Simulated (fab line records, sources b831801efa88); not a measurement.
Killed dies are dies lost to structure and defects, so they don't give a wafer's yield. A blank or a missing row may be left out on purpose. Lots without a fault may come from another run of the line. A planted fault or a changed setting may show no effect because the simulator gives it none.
Which tool did it? | flow gf180mcu | 13 lots, 39 wafers sampled, at 6 steps of a route of 602

WHAT THE GAUGES READ, wafer by wafer
GF_VT_IMPLANT_OVL_MEAS_18. Usual: VT_IMPLANT_01_OVL -0.1 nm, standard deviation 1.2.
lot  | measured     | on         | VT_IMPLANT_01_OVL (nm) | flag
L367 | day 6 07:50  | overlay-02 | -1.1 -1.0 -1.7         |
L368 | day 6 13:43  | overlay-02 | 1.0 1.0 0.2            |
L369 | day 7 01:45  | overlay-01 | 1.4 0.9 0.1            |
L370 | day 7 02:03  | overlay-02 | 0.5 0.5 -0.4           |
L371 | day 7 16:40  | overlay-02 | -1.0 -0.2 -2.5         |
L373 | day 7 23:19  | overlay-01 | 0.5 -1.2 -0.6          |
L374 | day 8 11:58  | overlay-02 | -0.3 1.3 0.9           |
L376 | day 8 18:20  | overlay-01 | 0.1 0.2 1.1            |
L379 | day 9 13:58  | overlay-01 | -0.8 -1.0 -2.1         |
L380 | day 9 17:38  | overlay-01 | -1.3 0.5 -1.4          |
L381 | day 10 00:15 | overlay-02 | 0.2 -0.6 -0.4          |
L387 | day 11 14:41 | overlay-01 | - - -                  | OFF
L390 | day 12 10:01 | overlay-02 | 0.0 0.9 1.2            |

GF_VT_IMPLANT_TW_MEAS_21. Usual: VT_IMPLANT_2_TW 1215, standard deviation 12.
lot  | measured     | on            | VT_IMPLANT_2_TW | flag
L367 | day 6 08:08  | film_metro-03 | 1204 1196 1202  |
L368 | day 6 14:00  | film_metro-02 | 1228 1216 1226  |
L369 | day 7 02:02  | film_metro-01 | 1227 1226 1226  |
L370 | day 7 02:20  | film_metro-02 | 1212 1224 1221  |
L371 | day 7 16:58  | film_metro-01 | 1218 1227 1216  |
L373 | day 7 23:37  | film_metro-03 | 1200 1201 1205  |
L374 | day 8 12:17  | film_metro-01 | 1235 1241 1231  |
L376 | day 8 18:38  | film_metro-03 | 1189 1198 1196  |
L379 | day 9 14:15  | film_metro-02 | 1217 1218 1213  |
L380 | day 9 17:56  | film_metro-01 | 1223 1227 1224  |
L381 | day 10 00:32 | film_metro-03 | 1201 1201 1200  |
L387 | day 11 14:59 | film_metro-01 | 30 30 30        | OFF
L390 | day 12 10:18 | film_metro-02 | 1213 1212 1208  |

GF_M2_CD_MEAS_14: target cd 280 nm. Usual: cd_nm 280.0 nm, standard deviation 1.4.
lot  | measured     | on        | cd_nm (nm)        | flag
L367 | day 18 11:29 | cd_sem-02 | 280.1 280.6 281.3 |
L368 | day 18 18:56 | cd_sem-02 | 281.6 282.4 280.6 |
L369 | day 19 23:17 | cd_sem-01 | 280.2 280.4 279.7 |
L370 | day 19 22:56 | cd_sem-01 | 278.9 278.7 278.4 |
L371 | day 20 08:35 | cd_sem-01 | 279.8 279.6 279.3 |
L373 | day 20 23:52 | cd_sem-02 | 280.1 278.8 278.6 |
L374 | day 21 18:11 | cd_sem-02 | 281.5 280.9 281.6 |
L376 | day 22 00:22 | cd_sem-02 | 277.4 277.3 276.4 |
L379 | day 22 22:47 | cd_sem-01 | 279.2 278.9 279.3 |
L380 | day 23 18:23 | cd_sem-01 | 279.4 279.2 279.0 |
L381 | day 23 19:22 | cd_sem-02 | 281.5 281.7 282.2 |
L390 | day 26 19:37 | cd_sem-02 | 281.1 281.2 280.5 |

GF_M3_RS_MEAS_05: measures by four-point-probe. Usual: M3_ALCU_RS 0.0693 ohm/sq, standard deviation 0.00081.
lot  | measured     | on            | M3_ALCU_RS (ohm/sq)  | flag
L367 | day 19 14:22 | film_metro-01 | 0.0693 0.0674 0.0681 |
L368 | day 19 21:01 | film_metro-02 | 0.0702 0.0692 0.0707 |
L369 | day 21 04:43 | film_metro-02 | 0.0696 0.0690 0.0704 |
L370 | day 21 02:14 | film_metro-02 | 0.0685 0.0689 0.0691 |
L371 | day 21 13:16 | film_metro-01 | 0.0707 0.0685 0.0702 |
L373 | day 22 03:28 | film_metro-03 | 0.0697 0.0691 0.0704 |
L374 | day 22 21:52 | film_metro-03 | 0.0695 0.0688 0.0700 |
L376 | day 23 03:08 | film_metro-02 | 0.0686 0.0685 0.0690 |
L379 | day 24 01:08 | film_metro-01 | 0.0692 0.0690 0.0694 |
L380 | day 24 19:39 | film_metro-01 | 0.0690 0.0686 0.0697 |
L381 | day 24 21:20 | film_metro-01 | 0.0698 0.0702 0.0703 |
L390 | day 27 19:58 | film_metro-02 | 0.0689 0.0705 0.0698 |

WHICH TOOL RAN EACH LOT (tool, then ch and the chambers of the sampled wafers, then the start)
lot  | GF_VT_IMPLANT_EXPOSE_15             | GF_V2_CVD_23
L367 | iline_stepper-02 ch 0, day 6 00:44  | cvd_w-02 ch 0,1, day 19 13:34
L368 | iline_stepper-01 ch 0, day 6 06:49  | cvd_w-01 ch 0,1, day 19 20:11
L369 | iline_stepper-02 ch 0, day 6 18:34  | cvd_w-02 ch 0, day 21 03:48
L370 | iline_stepper-01 ch 0, day 6 19:02  | cvd_w-02 ch 0, day 21 01:20
L371 | iline_stepper-02 ch 0, day 7 08:59  | cvd_w-01 ch 0,1, day 21 12:25
L373 | iline_stepper-02 ch 0, day 7 16:12  | cvd_w-01 ch 0,1, day 22 02:38
L374 | iline_stepper-02 ch 0, day 8 04:19  | cvd_w-02 ch 0,1, day 22 21:02
L376 | iline_stepper-01 ch 0, day 8 10:58  | cvd_w-01 ch 0,1, day 23 02:19
L379 | iline_stepper-02 ch 0, day 9 05:55  | cvd_w-01 ch 0,1, day 24 00:19
L380 | iline_stepper-02 ch 0, day 9 09:37  | cvd_w-01 ch 0,1, day 24 18:50
L381 | iline_stepper-01 ch 0, day 9 15:29  | cvd_w-02 ch 1, day 24 20:31
L387 | iline_stepper-01 ch 0, day 11 05:10 | -
L390 | iline_stepper-01 ch 0, day 12 00:26 | cvd_w-02 ch 0,1, day 27 19:08
- GF_VT_IMPLANT_EXPOSE_15: exposes mask Nwell LV AREA, target cd 860 nm.
- GF_V2_CVD_23: deposits W, target thk 350 nm, time 104.94 s.

WHAT THE TOOLS THEMSELVES READ (means of the sampled wafers that have a number; where no wafer has one, the mark that the record gives instead)
GF_V2_CVD_23. Usual: heater_power_w 822 W, standard deviation 72.
lot  | tool     | heater_power_w (W) | flag
L367 | cvd_w-02 | 817                |
L368 | cvd_w-01 | 795                |
L369 | cvd_w-02 | 817                |
L370 | cvd_w-02 | 811                |
L371 | cvd_w-01 | 775                |
L373 | cvd_w-01 | 860                |
L374 | cvd_w-02 | 828                |
L376 | cvd_w-01 | 863                |
L379 | cvd_w-01 | 794                |
L380 | cvd_w-01 | 874                |
L381 | cvd_w-02 | 813                |
L390 | cvd_w-02 | 814                |

THE ANSWER, worked out from the rows above alone
Rule: a lot is off if the mean of its wafers that have a number lies more than 3 standard deviations from the usual mean. A lot without any number at a reading at which 4 lots or more have one is off too. The other lots that the step has rows for count as sound. The gauges are gone through in route order, then the tools' own readings, and for those a lot's mean is taken as printed above. The first step at which some lot is off is used, and at that step the reading that is off furthest; a lot without a number counts as furthest.
Off: L387, at GF_VT_IMPLANT_OVL_MEAS_18 (VT_IMPLANT_01_OVL). Without a number there: L387.
A tool fits if, at a process step before that reading, it ran every lot that is off, and no sound lot after the first of them. The gauges at GF_VT_IMPLANT_OVL_MEAS_18 aren't tried: what is off there is off at GF_VT_IMPLANT_TW_MEAS_21 too, on other tools, and a gauge's error can't cause that. None of those tried fits.

WHAT THE SIMULATOR HAD PUT IN
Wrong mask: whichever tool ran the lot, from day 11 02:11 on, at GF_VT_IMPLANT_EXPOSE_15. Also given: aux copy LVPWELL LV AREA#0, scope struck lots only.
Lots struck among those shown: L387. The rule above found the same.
